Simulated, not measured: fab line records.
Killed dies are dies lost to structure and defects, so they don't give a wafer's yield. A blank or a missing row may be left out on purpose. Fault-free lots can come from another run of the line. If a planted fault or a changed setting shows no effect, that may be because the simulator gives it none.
fab line records	flow sky130	part 1 of 2: steps 1 to 26 of 37
record: lots: 5	wafers: 15	last-day: 50
route steps=708 shown LDD_LDN@292 SPACER@304 POLY_CUT@307 SD_P@320
lots with no fault: from the same line, run without faults
start-h: start of the lot's first displayed wafer, in hours after the record's first day	wait-h: hours elapsed since this lot's preceding step	" the same as in the row above	L1.1+2: a single row standing in for several wafers	- no value present, or no start provided	* or withheld: withheld	< > ~ a bound
route shown NAME@n: a module of which the file shows steps, and the number in the route of the first	usual: mean/standard deviation of fault-free wafers	same: alike in all rows	chamber/n: place in a boat	sites: each site's reading	_std_site: how widely they spread, as a standard deviation	_edge_site: outer sites' mean less inner sites'	radius-mm: for every site, how far away it sits from the centre of the wafer	mask NAME#n: copy n	behind: tool/chamber where the wafer was last shaped	hold: what put the lot on hold/how long, in hours/how the hold closed	device: whichever transistor did not switch (one of n, p or np)	end of line: tests of these same wafers at the route's end	a step given without rows: its recipe and nothing more	killed: not the wafer's yield, but the dies lost to structure and defects at the first sort	map: the dies of a wafer, with x for killed, . for not killed, _ for no die there
set.NAME: the setting that was run; set.NAME@STEP: the one run at that earlier step	model.NAME: the simulator's own value behind a step, which no gauge read
lots at some steps of the route; a table a step, a row a wafer
services: from which hour (start-h, from the record's first day; less than 0 if before it) a tool's chamber was out of use, for how many hours, and why
== steps ==
step: SKY_LDD_LDN_SOFTBAKE_03
recipe: temp-c: 90	time-s: 60	resist: NOVOLAK
usual: heater-power-total-W: 56.59/0.045
lot.wafer	tool	chamber	start-h	wait-h	heater-power-total-W
L078.1	litho-track-02	0	551.98	0.1	56.57
L078.4	"	0	"	"	56.57
L078.6	"	0	"	"	56.62
L083.2	litho-track-02	0	586.80	0.1	56.65
L083.3	"	0	"	"	56.59
L083.5	"	0	"	"	56.55
L086.2	litho-track-02	0	630.91	0.1	56.59
L086.3	"	0	"	"	56.59
L086.6	"	0	"	"	56.62
L090.3	litho-track-04	0	644.66	0.1	56.63
L090.4	"	0	"	"	56.60
L090.6	"	0	"	"	56.66
L094.1	litho-track-02	0	690.98	0.1	56.64
L094.3	"	0	"	"	56.53
L094.6	"	0	"	"	56.59
step: SKY_LDD_LDN_EXPOSE_04
recipe: mask-id: LDNTM	na: 0.6	source-shape: conventional	sigma-outer: 0.6	polarization: unpolarized	target-cd-nm: 700	dose-mj: 140
same: sigma-outer: 0.6
lot.wafer	tool	chamber	start-h	wait-h	mask
L078.1+4+6	iline-stepper-01	0	-	-	LDNTM#0
L083.2+3+5	iline-stepper-01	0	-	-	LDNTM#0
L086.2+3+6	iline-stepper-01	0	-	-	LDNTM#0
L090.3+4+6	iline-stepper-02	0	-	-	LDNTM#0
L094.1+3+6	iline-stepper-02	0	-	-	LDNTM#0
step: SKY_LDD_LDN_PEB_05
recipe: temp-c: withheld	time-s: *	resist: NOVOLAK
lot.wafer	tool	chamber	start-h	wait-h
L078.1+4+6	litho-track-04	0	-	-
L083.2+3+5	litho-track-02	0	-	-
L086.2+3+6	litho-track-01	0	-	-
L090.3+4+6	litho-track-01	0	-	-
L094.1+3+6	litho-track-02	0	-	-
step: SKY_LDD_LDN_DEVELOP_06
recipe: resist: NOVOLAK	developer: TMAH	develop-time-s: 60	dev-temp-c: 23
same: develop-time-s: 60
lot.wafer	tool	chamber	start-h	wait-h
L078.1+4+6	litho-track-04	0	566.66	0.1
L083.2+3+5	litho-track-02	0	601.90	0.1
L086.2+3+6	litho-track-01	0	643.40	0.1
L090.3+4+6	litho-track-01	0	658.82	0.1
L094.1+3+6	litho-track-02	0	704.28	0.1
step: SKY_LDD_LDN_OVL_MEAS_07
usual: LDD_LDN_OVL: -0.6/1.2
lot.wafer	tool	chamber	start-h	wait-h	LDD_LDN_OVL[nm]
L078.1	overlay-01	-	566.81	0.1	-1.7
L078.4	"	-	"	"	-1.2
L078.6	"	-	"	"	-2.3
L083.2	overlay-01	-	602.04	0.1	-1.0
L083.3	"	-	"	"	0.8
L083.5	"	-	"	"	-0.7
L086.2	overlay-02	-	643.53	0.1	0.4
L086.3	"	-	"	"	1.1
L086.6	"	-	"	"	1.3
L090.3	overlay-01	-	658.93	0.1	-1.6
L090.4	"	-	"	"	-2.0
L090.6	"	-	"	"	-1.9
L094.1	overlay-01	-	704.45	0.1	-1.3
L094.3	"	-	"	"	-0.5
L094.6	"	-	"	"	0.1
step: SKY_LDD_LDN_IMPLANT_08
recipe: species: As	energy-kev: 15	dose-cm2: 1.25e+13	tilt-deg: withheld	rotation-deg: 23
usual: beam-on-s: 9.99/0.2	dose-ions-cm2: 1.2502e+13/1.3e+10
lot.wafer	tool	chamber	start-h	wait-h	beam-on-s	dose-ions-cm2
L078.1	implanter-02	0	566.85	0.0	9.82	1.2486e+13
L078.4	"	0	"	"	9.87	1.2511e+13
L078.6	"	0	"	"	9.80	1.254e+13
L083.2	implanter-02	0	602.09	0.0	9.61	1.25e+13
L083.3	"	0	"	"	9.93	1.2509e+13
L083.5	"	0	"	"	9.97	1.252e+13
L086.2	implanter-02	0	643.58	0.0	10.05	1.2495e+13
L086.3	"	0	"	"	9.91	1.2486e+13
L086.6	"	0	"	"	9.72	1.2498e+13
L090.3	implanter-02	0	659.01	0.1	10.10	1.2515e+13
L090.4	"	0	"	"	9.67	1.2508e+13
L090.6	"	0	"	"	9.99	1.2515e+13
L094.1	implanter-04	0	704.49	0.0	10.14	1.2484e+13
L094.3	"	0	"	"	10.12	1.249e+13
L094.6	"	0	"	"	10.19	1.2489e+13
step: SKY_LDD_LDN_IMPLANT_09
recipe: species: As	energy-kev: 15	dose-cm2: 1.25e+13	tilt-deg: withheld	rotation-deg: 113
usual: beam-on-s: 10.00/0.2	dose-ions-cm2: 1.2502e+13/1.3e+10
lot.wafer	tool	chamber	start-h	wait-h	beam-on-s	dose-ions-cm2
L078.1	implanter-02	0	567.00	0.1	9.95	1.2479e+13
L078.4	"	0	"	"	9.87	1.2481e+13
L078.6	"	0	"	"	10.23	1.249e+13
L083.2	implanter-02	0	602.24	0.1	9.61	1.2509e+13
L083.3	"	0	"	"	10.25	1.2495e+13
L083.5	"	0	"	"	10.19	1.2512e+13
L086.2	implanter-02	0	643.73	0.1	10.29	1.2512e+13
L086.3	"	0	"	"	10.00	1.2494e+13
L086.6	"	0	"	"	9.56	1.2501e+13
L090.3	implanter-02	0	659.16	0.1	9.99	1.2486e+13
L090.4	"	0	"	"	9.89	1.2495e+13
L090.6	"	0	"	"	10.01	1.2505e+13
L094.1	implanter-04	0	704.64	0.1	9.65	1.2513e+13
L094.3	"	0	"	"	9.98	1.2501e+13
L094.6	"	0	"	"	9.91	1.2523e+13
step: SKY_LDD_LDN_IMPLANT_10
recipe: species: As	energy-kev: 15	dose-cm2: 1.25e+13	tilt-deg: withheld	rotation-deg: 203
usual: beam-on-s: 10.00/0.2	dose-ions-cm2: 1.2502e+13/1.5e+10
lot.wafer	tool	chamber	start-h	wait-h	beam-on-s	dose-ions-cm2
L078.1	implanter-02	0	567.15	0.1	10.04	1.2526e+13
L078.4	"	0	"	"	10.24	1.2519e+13
L078.6	"	0	"	"	10.21	1.251e+13
L083.2	implanter-02	0	602.39	0.1	9.73	1.249e+13
L083.3	"	0	"	"	9.88	1.2489e+13
L083.5	"	0	"	"	10.25	1.2476e+13
L086.2	implanter-02	0	643.88	0.1	9.77	1.2505e+13
L086.3	"	0	"	"	9.89	1.2488e+13
L086.6	"	0	"	"	10.39	1.2495e+13
L090.3	implanter-02	0	659.31	0.1	9.82	1.2508e+13
L090.4	"	0	"	"	10.24	1.2516e+13
L090.6	"	0	"	"	9.84	1.2521e+13
L094.1	implanter-04	0	704.79	0.1	10.31	1.2503e+13
L094.3	"	0	"	"	10.05	1.2489e+13
L094.6	"	0	"	"	10.13	1.2517e+13
step: SKY_LDD_LDN_IMPLANT_11
recipe: species: As	energy-kev: 15	dose-cm2: 1.25e+13	tilt-deg: withheld	rotation-deg: 293
usual: beam-on-s: 10.01/0.21	dose-ions-cm2: 1.2499e+13/1.4e+10
lot.wafer	tool	chamber	start-h	wait-h	beam-on-s	dose-ions-cm2
L078.1	implanter-02	0	567.30	0.1	9.92	1.2485e+13
L078.4	"	0	"	"	10.50	1.2478e+13
L078.6	"	0	"	"	10.05	1.2461e+13
L083.2	implanter-02	0	602.54	0.1	10.17	1.252e+13
L083.3	"	0	"	"	10.05	1.251e+13
L083.5	"	0	"	"	10.36	1.2515e+13
L086.2	implanter-02	0	644.03	0.1	10.03	1.2494e+13
L086.3	"	0	"	"	10.01	1.2511e+13
L086.6	"	0	"	"	10.02	1.2502e+13
L090.3	implanter-02	0	659.46	0.1	9.82	1.2492e+13
L090.4	"	0	"	"	10.08	1.2505e+13
L090.6	"	0	"	"	9.82	1.2491e+13
L094.1	implanter-04	0	704.94	0.1	10.22	1.2509e+13
L094.3	"	0	"	"	9.78	1.2499e+13
L094.6	"	0	"	"	9.75	1.2521e+13
step: SKY_LDD_LDN_STRIP_12
recipe: chemistry: O2/N2	power-w: 1400	pressure-mtorr: 1500	platen-temp-c: withheld	o2-flow-sccm: 3000	n2-flow-sccm: 300	overash-fraction: 0.5
usual: chamber-pressure-mTorr: 1500.1/1.3	drypump-motor-current-A: 5.77/0.26	oes-product-au: 0.717/0.0047	strip-time-to-endpoint-s: 14.16/0.041
lot.wafer	tool	chamber	start-h	wait-h	chamber-pressure-mTorr	drypump-motor-current-A	oes-product-au	rf-hours-counter-h	strip-time-to-endpoint-s
L078.1	plasma-asher-01	0	567.45	0.1	1498.6	5.82	0.720	14	14.19
L078.4	"	1	"	"	1502.3	5.69	0.720	-	14.21
L078.6	"	1	"	"	1502.0	5.70	0.720	-	14.21
L083.2	plasma-asher-02	1	602.67	0.1	1498.9	6.19	0.712	79	14.13
L083.3	"	0	"	"	1499.7	5.32	0.716	-	14.08
L083.5	"	1	"	"	1497.8	6.18	0.715	-	14.16
L086.2	plasma-asher-01	0	644.16	0.1	1499.0	5.85	0.721	21	14.22
L086.3	"	0	"	"	1501.7	5.83	0.724	-	14.15
L086.6	"	1	"	"	1498.7	5.76	0.709	-	14.26
L090.3	plasma-asher-02	0	659.59	0.1	1500.3	5.32	0.722	-	14.09
L090.4	"	1	"	"	1501.3	6.19	0.716	-	14.12
L090.6	"	1	"	"	1502.2	6.16	0.713	-	14.09
L094.1	plasma-asher-02	1	705.09	0.1	1500.9	6.18	0.718	89	14.22
L094.3	"	0	"	"	1499.5	5.33	0.711	-	14.20
L094.6	"	0	"	"	1500.3	5.32	0.717	-	14.22
step: SKY_LDD_LDN_TW_MEAS_13
usual: LDD_LDN_TW: 1470/11
lot.wafer	tool	chamber	start-h	wait-h	LDD_LDN_TW
L078.1	film-metro-03	-	567.55	0.1	1485
L078.4	"	-	"	"	1485
L078.6	"	-	"	"	1482
L083.2	film-metro-02	-	602.78	0.1	1451
L083.3	"	-	"	"	1454
L083.5	"	-	"	"	1463
L086.2	film-metro-01	-	644.27	0.1	1483
L086.3	"	-	"	"	1480
L086.6	"	-	"	"	1484
L090.3	film-metro-03	-	659.68	0.1	1485
L090.4	"	-	"	"	1480
L090.6	"	-	"	"	1486
L094.1	film-metro-03	-	705.19	0.1	1472
L094.3	"	-	"	"	1487
L094.6	"	-	"	"	1487
step: SKY_LDD_LDN_CLEAN_14
recipe: chemistry: SC1/SC2	mix: 1:4:20	temp-c: 70	time-s: 150	dry: n2-spin
usual: temp-c: 69.99/0.11
lot.wafer	tool	chamber	start-h	wait-h	temp-c
L078.1	wet-bench-01	2	567.61	0.1	70.29
L078.4	"	2	"	"	70.07
L078.6	"	2	"	"	70.24
L083.2	wet-bench-03	1	602.83	0.0	69.95
L083.3	"	1	"	"	70.00
L083.5	"	1	"	"	69.94
L086.2	wet-bench-04	0	644.32	0.0	70.12
L086.3	"	0	"	"	70.12
L086.6	"	0	"	"	70.11
L090.3	wet-bench-01	3	659.72	0.0	69.95
L090.4	"	3	"	"	69.90
L090.6	"	3	"	"	69.69
L094.1	wet-bench-04	3	705.25	0.1	69.91
L094.3	"	3	"	"	69.84
L094.6	"	3	"	"	69.96
step: SKY_SPACER_CVD_00
recipe: material: Si3N4	precursor: DCS/NH3	target-thk-nm: 43.1	temp-c: 770	time-s: 740	pressure-mtorr: 250
usual: spike-tc-lower-C: 770.5/1.1
lot.wafer	tool	chamber	start-h	wait-h	spike-tc-lower-C
L078.1	lpcvd-02	0	568.14	0.5	770.8
L078.4	"	0	"	"	772.1
L078.6	"	0	"	"	770.2
L083.2	lpcvd-02	0	602.88	0.0	771.0
L083.3	"	0	"	"	772.5
L083.5	"	0	"	"	771.3
L086.2	lpcvd-02	0	646.02	1.7	768.7
L086.3	"	0	"	"	771.2
L086.6	"	0	"	"	771.0
L090.3	lpcvd-02	0	659.77	0.0	771.4
L090.4	"	0	"	"	769.5
L090.6	"	0	"	"	769.8
L094.1	lpcvd-02	1	707.35	2.0	770.6
L094.3	"	1	"	"	770.8
L094.6	"	1	"	"	771.0
step: SKY_SPACER_THK_MEAS_01
recipe: reads: Si3N4_of_SPACER_CVD_00
usual: SPACER_CVD_00_THK: 42.8/0.47
lot.wafer	tool	chamber	start-h	wait-h	SPACER_CVD_00_THK[nm]
L078.1	film-metro-02	-	569.35	0.0	43.5
L078.4	"	-	"	"	43.5
L078.6	"	-	"	"	43.2
L083.2	film-metro-02	-	604.09	0.0	42.2
L083.3	"	-	"	"	42.7
L083.5	"	-	"	"	42.1
L086.2	film-metro-02	-	647.24	0.0	43.0
L086.3	"	-	"	"	42.7
L086.6	"	-	"	"	43.0
L090.3	film-metro-02	-	660.99	0.0	42.2
L090.4	"	-	"	"	42.2
L090.6	"	-	"	"	42.4
L094.1	film-metro-04	-	709.22	0.1	42.5
L094.3	"	-	"	"	42.3
L094.6	"	-	"	"	42.4
step: SKY_SPACER_ETCHBACK_02
recipe: chemistry: CH3F/O2	target: Si3N4	stop-on: SiO2	source-w: 400	bias-w: 80	pressure-mtorr: 25	ch3f-flow-sccm: 40	O2_flow_sccm: 30	time-s: 46.7	target-depth-a: 450
usual: chamber-pressure-mTorr: 24.998/0.023	drypump-motor-current-A: 5.74/0.26	oes-product-au: 0.851/0.0066	throttle-valve-pct: 10.562/0.0095
lot.wafer	tool	chamber	start-h	wait-h	chamber-pressure-mTorr	drypump-motor-current-A	oes-product-au	rf-hours-counter-h	throttle-valve-pct
L078.1	rie-diel-01	3	569.41	0.1	24.971	5.93	0.862	35	10.571
L078.4	"	1	"	"	24.990	5.61	0.854	7	10.562
L078.6	"	1	"	"	24.996	5.59	0.856	-	10.553
L083.2	rie-diel-01	3	604.14	0.0	25.009	5.94	0.845	35	10.558
L083.3	"	1	"	"	25.003	5.60	0.851	8	10.560
L083.5	"	3	"	"	25.009	5.94	0.844	-	10.577
L086.2	rie-diel-03	0	647.29	0.0	25.015	5.66	0.850	19	10.566
L086.3	"	1	"	"	24.957	5.60	0.850	16	10.554
L086.6	"	1	"	"	25.022	5.62	0.855	-	10.562
L090.3	rie-diel-03	1	661.03	0.0	24.988	5.61	0.848	16	10.543
L090.4	"	2	"	"	25.000	5.39	0.840	-	10.555
L090.6	"	1	"	"	24.988	5.61	0.838	-	10.560
L094.1	rie-diel-03	0	709.28	0.1	25.003	5.67	0.847	21	10.561
L094.3	"	3	"	"	24.996	5.76	0.844	15	10.576
L094.6	"	3	"	"	25.042	5.78	0.846	-	10.556
step: SKY_POLY_CUT_DEHYDRATE_00
recipe: temp-c: 200	time-s: 60
usual: heater-power-total-W: 160.38/0.12
lot.wafer	tool	chamber	start-h	wait-h	heater-power-total-W
L078.1	litho-track-01	0	583.12	13.7	160.43
L078.4	"	0	"	"	160.38
L078.6	"	0	"	"	160.49
L083.2	litho-track-01	0	617.50	13.3	160.18
L083.3	"	0	"	"	160.34
L083.5	"	0	"	"	160.38
L086.2	litho-track-04	0	661.54	14.2	160.38
L086.3	"	0	"	"	160.23
L086.6	"	0	"	"	160.48
L090.3	litho-track-04	0	674.01	13.0	160.28
L090.4	"	0	"	"	160.39
L090.6	"	0	"	"	160.23
L094.1	litho-track-03	0	723.17	13.9	160.51
L094.3	"	0	"	"	160.25
L094.6	"	0	"	"	160.20
step: SKY_POLY_CUT_HMDS_01
recipe: prime-time-s: 60	prime-temp-c: 120
lot.wafer	tool	chamber	start-h	wait-h
L078.1+4+6	litho-track-01	0	583.27	0.1
L083.2+3+5	litho-track-01	0	617.65	0.1
L086.2+3+6	litho-track-04	0	661.69	0.1
L090.3+4+6	litho-track-04	0	674.16	0.1
L094.1+3+6	litho-track-03	0	723.32	0.1
step: SKY_POLY_CUT_COAT_02
recipe: resist: BARC	temp-c: withheld	time-s: withheld	spin-rpm: 3000	resist-thk-nm: 60
lot.wafer	tool	chamber	start-h	wait-h
L078.1+4+6	litho-track-01	0	583.42	0.1
L083.2+3+5	litho-track-01	0	617.80	0.1
L086.2+3+6	litho-track-04	0	661.84	0.1
L090.3+4+6	litho-track-04	0	674.31	0.1
L094.1+3+6	litho-track-03	0	723.47	0.1
step: SKY_POLY_CUT_COAT_03
recipe: resist: KrF-thick	spin-rpm: 3000	resist-thk-nm: 450
lot.wafer	tool	chamber	start-h	wait-h
L078.1+4+6	litho-track-01	0	-	-
L083.2+3+5	litho-track-01	0	-	-
L086.2+3+6	litho-track-04	0	-	-
L090.3+4+6	litho-track-04	0	-	-
L094.1+3+6	litho-track-03	0	-	-
step: SKY_POLY_CUT_SOFTBAKE_04
recipe: temp-c: 100	time-s: 90	resist: KrF-thick
usual: heater-power-total-W: 57.36/0.12
lot.wafer	tool	chamber	start-h	wait-h	heater-power-total-W
L078.1	litho-track-01	0	-	-	57.40
L078.4	"	0	"	"	57.42
L078.6	"	0	"	"	57.42
L083.2	litho-track-01	0	-	-	57.59
L083.3	"	0	"	"	57.48
L083.5	"	0	"	"	57.37
L086.2	litho-track-04	0	-	-	57.37
L086.3	"	0	"	"	57.46
L086.6	"	0	"	"	57.43
L090.3	litho-track-04	0	-	-	57.35
L090.4	"	0	"	"	57.16
L090.6	"	0	"	"	57.20
L094.1	litho-track-03	0	-	-	57.56
L094.3	"	0	"	"	57.38
L094.6	"	0	"	"	57.20
step: SKY_POLY_CUT_EXPOSE_05
recipe: mask-id: NPCM	na: 0.8	source-shape: annular	sigma-inner: 0.55	sigma-outer: 0.85	target-cd-nm: 270	dose-mj: 32
same: sigma-outer: 0.85
lot.wafer	tool	chamber	start-h	wait-h	mask
L078.1+4+6	krf-scanner-01	0	-	-	NPCM#0
L083.2+3+5	krf-scanner-01	0	-	-	NPCM#0
L086.2+3+6	krf-scanner-01	0	-	-	NPCM#0
L090.3+4+6	krf-scanner-01	0	-	-	NPCM#0
L094.1+3+6	krf-scanner-02	0	-	-	NPCM#0
step: SKY_POLY_CUT_PEB_06
recipe: peb-temp-c: withheld	peb-time-s: withheld	resist: KrF-thick
lot.wafer	tool	chamber	start-h	wait-h
L078.1+4+6	litho-track-04	0	-	-
L083.2+3+5	litho-track-04	0	-	-
L086.2+3+6	litho-track-01	0	-	-
L090.3+4+6	litho-track-03	0	-	-
L094.1+3+6	litho-track-03	0	-	-
step: SKY_POLY_CUT_DEVELOP_07
recipe: develop-time-s: 60	resist: KrF-thick	dev-temp-c: 21
same: develop-time-s: 60
lot.wafer	tool	chamber	start-h	wait-h
L078.1+4+6	litho-track-04	0	-	-
L083.2+3+5	litho-track-04	0	-	-
L086.2+3+6	litho-track-01	0	-	-
L090.3+4+6	litho-track-03	0	-	-
L094.1+3+6	litho-track-03	0	-	-
step: SKY_POLY_CUT_CD_MEAS_08
recipe: target-cd-nm: 270
usual: cd-nm: 269.9/1.5
lot.wafer	tool	chamber	start-h	wait-h	cd-nm
L078.1	cd-sem-02	-	598.71	-	271.6
L078.4	"	-	"	"	271.1
L078.6	"	-	"	"	270.2
L083.2	cd-sem-01	-	632.88	-	270.4
L083.3	"	-	"	"	269.8
L083.5	"	-	"	"	270.2
L086.2	cd-sem-02	-	675.69	-	273.4
L086.3	"	-	"	"	272.8
L086.6	"	-	"	"	273.6
L090.3	cd-sem-01	-	688.56	-	270.4
L090.4	"	-	"	"	269.1
L090.6	"	-	"	"	269.0
L094.1	cd-sem-02	-	737.17	-	268.3
L094.3	"	-	"	"	269.5
L094.6	"	-	"	"	269.0
step: SKY_POLY_CUT_OVL_MEAS_09
usual: POLY_CUT_OVL: 0/4.7
lot.wafer	tool	chamber	start-h	wait-h	POLY_CUT_OVL[nm]
L078.1	overlay-01	-	598.83	0.1	-12
L078.4	"	-	"	"	-12
L078.6	"	-	"	"	-1
L083.2	overlay-02	-	632.99	0.1	5
L083.3	"	-	"	"	-1
L083.5	"	-	"	"	6
L086.2	overlay-02	-	675.80	0.1	-1
L086.3	"	-	"	"	1
L086.6	"	-	"	"	-3
L090.3	overlay-02	-	688.65	0.1	-3
L090.4	"	-	"	"	6
L090.6	"	-	"	"	6
L094.1	overlay-02	-	737.29	0.1	-1
L094.3	"	-	"	"	5
L094.6	"	-	"	"	-2
step: SKY_POLY_CUT_ETCH_10
recipe: chemistry: N2/H2	target: BARC	ion-energy-ev: 200	source-w: 500	bias-w: 100	pressure-mtorr: 30	n2-flow-sccm: 100	h2-flow-sccm: 200	stop-on: SiO2	time-s: 45.9	target-depth-a: 600
usual: chamber-pressure-mTorr: 29.998/0.026	drypump-motor-current-A: 5.8/0.45	oes-product-au: 0.853/0.0048	throttle-valve-pct: 13.224/0.009
lot.wafer	tool	chamber	start-h	wait-h	chamber-pressure-mTorr	drypump-motor-current-A	oes-product-au	rf-hours-counter-h	throttle-valve-pct
L078.1	rie-diel-02	1	598.87	0.0	30.006	6.7	0.851	1	13.236
L078.4	"	0	"	"	30.024	6.2	0.858	-	13.236
L078.6	"	1	"	"	30.037	6.7	0.853	-	13.217
L083.2	rie-diel-02	2	633.02	0.0	30.016	4.9	0.847	4	13.223
L083.3	"	0	"	"	30.058	6.2	0.856	57	13.212
L083.5	"	2	"	"	29.990	4.9	0.857	-	13.215
L086.2	rie-diel-01	0	675.83	0.0	30.029	6.2	0.853	20	13.224
L086.3	"	1	"	"	30.004	5.6	0.853	9	13.220
L086.6	"	2	"	"	29.994	5.7	0.856	-	13.222
L090.3	rie-diel-01	2	688.67	0.0	29.997	5.7	0.850	24	13.232
L090.4	"	0	"	"	30.001	6.2	0.851	20	13.227
L090.6	"	1	"	"	30.003	5.7	0.851	-	13.238
L094.1	rie-diel-03	2	737.32	0.0	29.974	5.4	0.850	10	13.229
L094.3	"	0	"	"	30.001	5.7	0.856	21	13.231
L094.6	"	1	"	"	29.964	5.6	0.860	-	13.217
